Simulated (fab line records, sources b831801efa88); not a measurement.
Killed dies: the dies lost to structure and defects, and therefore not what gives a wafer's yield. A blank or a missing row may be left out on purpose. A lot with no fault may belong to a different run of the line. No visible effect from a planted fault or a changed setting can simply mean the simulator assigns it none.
Problem report, 8D (eight disciplines) form, completed by code :: flow gf180mcu :: the parts of the form that need people (team, actions taken, sign-off) are left out

1. WHAT IS WRONG
At GF_TOP_METAL_SPUTTER_04, chamber-pressure-pa averages 0.4514 Pa over 2 wafers from 2 lots, while fault-free wafers read 0.4002 Pa, standard deviation 0.00072. That is +71 standard deviations from the usual mean.
The step: material TiN, target thk 25 nm, time 20.8 s.
First seen on wafer L475.3, day 31 11:14, on pvd-sputter-03. The record has a number at this step for 18 wafers belonging to 6 lots. Rule for "out" (also "out of limits"): further than 4 standard deviations from the usual mean. The other wafers with a number count as sound.

2. WHAT IT IS, AND WHAT IT ISN'T
question: which readings at this step
is: chamber-pressure-pa
is not: throttle-valve-pct

question: which lots
is: L475, L476
is not: L464, L469, L478, L484

question: which wafers of those lots
is: L475.3, L476.4
is not: L475.4, L475.5, L476.3, L476.6

question: read on which tools
is: pvd-sputter-03
is not: pvd-sputter-02

question: when
is: from day 31 11:14
is not: up to then (8 sound wafers); but 8 sound wafers of L476, L478, L484 came after

3. WHAT RULES OUT EACH SUSPECT
Counting: if a tool at a process step up to the reading ran every lot that is out, it stays a suspect. Sound lots after the first of them don't rule it out here, since some wafers of a struck lot are sound.
- cvd-w-01 at GF_V5_CVD_23 (deposits W, target thk 350 nm, time 104.9 s): kept. Ran every lot that is out, first one L475 (day 31 10:29); last sound lot up to then L464 (day 27 22:45).
- pvd-sputter-03 at GF_TOP_METAL_SPUTTER_00 (material Ti, target thk 37.5 nm, time 150 s): kept. Ran every lot that is out, first one L475 (day 31 11:02); last sound lot up to then L469 (day 29 17:31).
- pvd-sputter-03 at GF_TOP_METAL_SPUTTER_04 (material TiN, target thk 25 nm, time 20.8 s): kept. Ran every lot that is out, first one L475 (day 31 11:14); last sound lot up to then L469 (day 29 17:43). Out on those wafers are its own readings of chamber-pressure-pa.
The count leaves cvd-w-01 at GF_V5_CVD_23, pvd-sputter-03 at GF_TOP_METAL_SPUTTER_00, and pvd-sputter-03 at GF_TOP_METAL_SPUTTER_04.

4. THE CAUSE (what the simulator had put in)
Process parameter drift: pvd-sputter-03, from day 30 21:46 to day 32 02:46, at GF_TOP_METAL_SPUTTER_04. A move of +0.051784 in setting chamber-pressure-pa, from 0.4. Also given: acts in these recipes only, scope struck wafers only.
Of the 3 suspects that counting leaves, this tool is one.

5. THE CHAIN OF EFFECTS, in route order
Each row: a reading whose mean over the struck wafers that have a number lies more than 3 standard deviations from the usual. Only readings whose record carries a usual standard deviation are examined. hours: median over the lots of the time between each lot's start at the first step of this table that gives one and its start at this step. sigmas: the change, counted in usual standard deviations.
hours: 0
step: GF_TOP_METAL_SPUTTER_04
reading: chamber-pressure-pa
usual: 0.4002 Pa
on struck wafers: 0.4514
change: +0.0512
sigmas: +71
It contains these process steps:
- GF_TOP_METAL_SPUTTER_04: material TiN, target thk 25 nm, time 20.8 s.
Later measuring or inspecting steps at which every struck wafer that the step has a row for has a number for every such reading, and none has moved that far: GF_TOP_METAL_RS_MEAS_05, GF_TOP_METAL_THK_MEAS_06, GF_TOP_METAL_CD_MEAS_14, GF_TOP_METAL_OVL_MEAS_15.

6. WHAT WOULD HAVE CAUGHT IT SOONER
First out-of-limits reading in this record: day 31 11:14, which is 13 hours after fault onset at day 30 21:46.
